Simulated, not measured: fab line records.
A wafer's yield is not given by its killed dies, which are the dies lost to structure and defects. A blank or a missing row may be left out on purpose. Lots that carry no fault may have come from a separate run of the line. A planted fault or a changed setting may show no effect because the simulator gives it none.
A struck lot beside a sound one | flow sky130 | 16 out of 708 route steps
Sound: these wafers, L436.1, L436.3, L436.4. Struck: wafer L446.1. (L446.5 of the same lot was not struck and is left out.) The cause comes at the end.
Order at every step that has rows: each side's tool, ch and its chambers, its first start. Under that, the readings that differ: sound wafers | struck wafers | difference of the means | sigmas: that difference in standard deviations of wafers without a fault.
alike: words and numbers the same on both sides, and readings whose means are apart by under 2 such deviations; not compared: readings that were withheld, readings missing a value for some wafer, numbers with overlapping values and no deviation given by the record, and bounds like >300 which may hide the same value.
The two part at a step that has a row with sigmas, a row that says differs or no value, or rows on one side only. Numbers that don't overlap but have no deviation are shown without sigmas and don't part them. A reading that every wafer of one side lacks parts them only if that side has two wafers or more.

first, 9 steps without rows for these wafers: SKY_CAPM_CLEAN_17 (cleans in O3/DIW); SKY_METAL3_DEHYDRATE_05 (time 60 s); SKY_METAL3_HMDS_06 (prime time 60 s); SKY_METAL3_COAT_07 (resist thk 60 nm); SKY_METAL3_COAT_08 (resist thk 1140 nm); SKY_METAL3_SOFTBAKE_09 (time 90 s); SKY_METAL3_EXPOSE_10 (exposes mask MM3, target cd 300 nm); SKY_METAL3_PEB_11; SKY_METAL3_DEVELOP_12 (develop time 60 s).
SKY_METAL3_CD_MEAS_13 targets a cd of 300 nm.
  struck on cdSem-01, day 44 04:49; sound on cdSem-02, day 41 04:34
  alike: cdNm
SKY_METAL3_OVL_MEAS_14:
  struck on overlay-01, day 44 04:56; sound on overlay-02, day 41 04:41
  alike: METAL3_OVL
SKY_METAL3_DESCUM_15: chemistry O2, time 8 s.
  sound on rieMetal-04 ch 0,1, day 41 04:43; struck on rieMetal-04 ch 1, day 44 04:58
  alike: drypumpMotorCurrentA, oesProductAu, rfFwdPowerW
  not compared: rfHoursCounterH
SKY_METAL3_ETCH_16: etches BARC in N2/H2, stops on SiO2, time 88.2 s, target depth 60 nm.
  sound on rieMetal-04 ch 0,1, day 41 04:44; struck on rieMetal-04 ch 1, day 44 05:00
reading                                      | sound             | struck | difference | sigmas
oesProductAu (a.u.)                          | 0.634 0.626 0.623 | 0.588  | -0.040     | -10
runLengthS (s)                               | 116.1 115.8 116.1 | 130.0  | +14.0      | +35
model.KrF-thick_of_METAL3_COAT_08.thkNm (nm) | 1072 1071 1071    | 1069   | -2         | 
model.SiO2_of_CAPM_CVD_00.thkNm (nm)         | 15.26 15.15 15.62 | 15     | +0         | 
  alike: drypumpMotorCurrentA, rfFwdPowerW, throttleValvePct
  not compared: rfHoursCounterH
SKY_METAL3_ETCH_17: etches SiO2 in C4F8/O2/Ar, stops on TiN, time 3.9 s, target depth 15 nm.
  sound on rieDiel-02 ch 0,1,3, day 41 04:50; struck on rieDiel-02 ch 2, day 44 05:06
reading                 | sound             | struck | difference | sigmas
model.etch.depthNm (nm) | 15.26 15.15 15.62 | 15     | +0         | 
  alike: oesProductAu, rfFwdPowerW
SKY_METAL3_METAL_ETCH_18: etches the open film in Cl2/BCl3, stops on SiO2, target depth 845 nm, time 183.1 s.
  sound on rieMetal-01 ch 0,1, day 41 04:52; struck on rieMetal-03 ch 1, day 44 05:07
  alike: drypumpMotorCurrentA, oesProductAu, rfFwdPowerW, runLengthS, throttleValvePct
  not compared: rfHoursCounterH
-- the record jumps here: 6 days lie between the struck wafers' starts before and after (it left off in module METAL3 and takes up again in module PAD_OPEN, whose first step shown is number 708 of the route) --
SKY_PAD_OPEN_PROBE_99:
  struck on prober-02, day 50 08:49; sound on prober-01, day 48 00:50
reading          | sound    | struck | difference | sigmas
killedAtContacts | 21 23 15 | 36     | +16        | +3
killedOpen       | 43 43 42 | 56     | +13        | +2
  alike: defectLimitedYield, killed_at_M0_to_M3, killed_at_M4_up, killedAtFrontEnd, killedAtOther, killedDies, killedOnRim, killedShort, sort_bin_3_pad_short, sort_bin_5_function, sort_bin_6_memory, sortNPass, sortYieldPct

== WHERE THEY PART ==
First at SKY_METAL3_ETCH_16; last, within this record, at SKY_PAD_OPEN_PROBE_99.

WHY: the cause the simulator had injected
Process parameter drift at SKY_METAL3_ETCH_16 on rieMetal-04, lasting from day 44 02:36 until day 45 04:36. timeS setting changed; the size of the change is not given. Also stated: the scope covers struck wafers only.
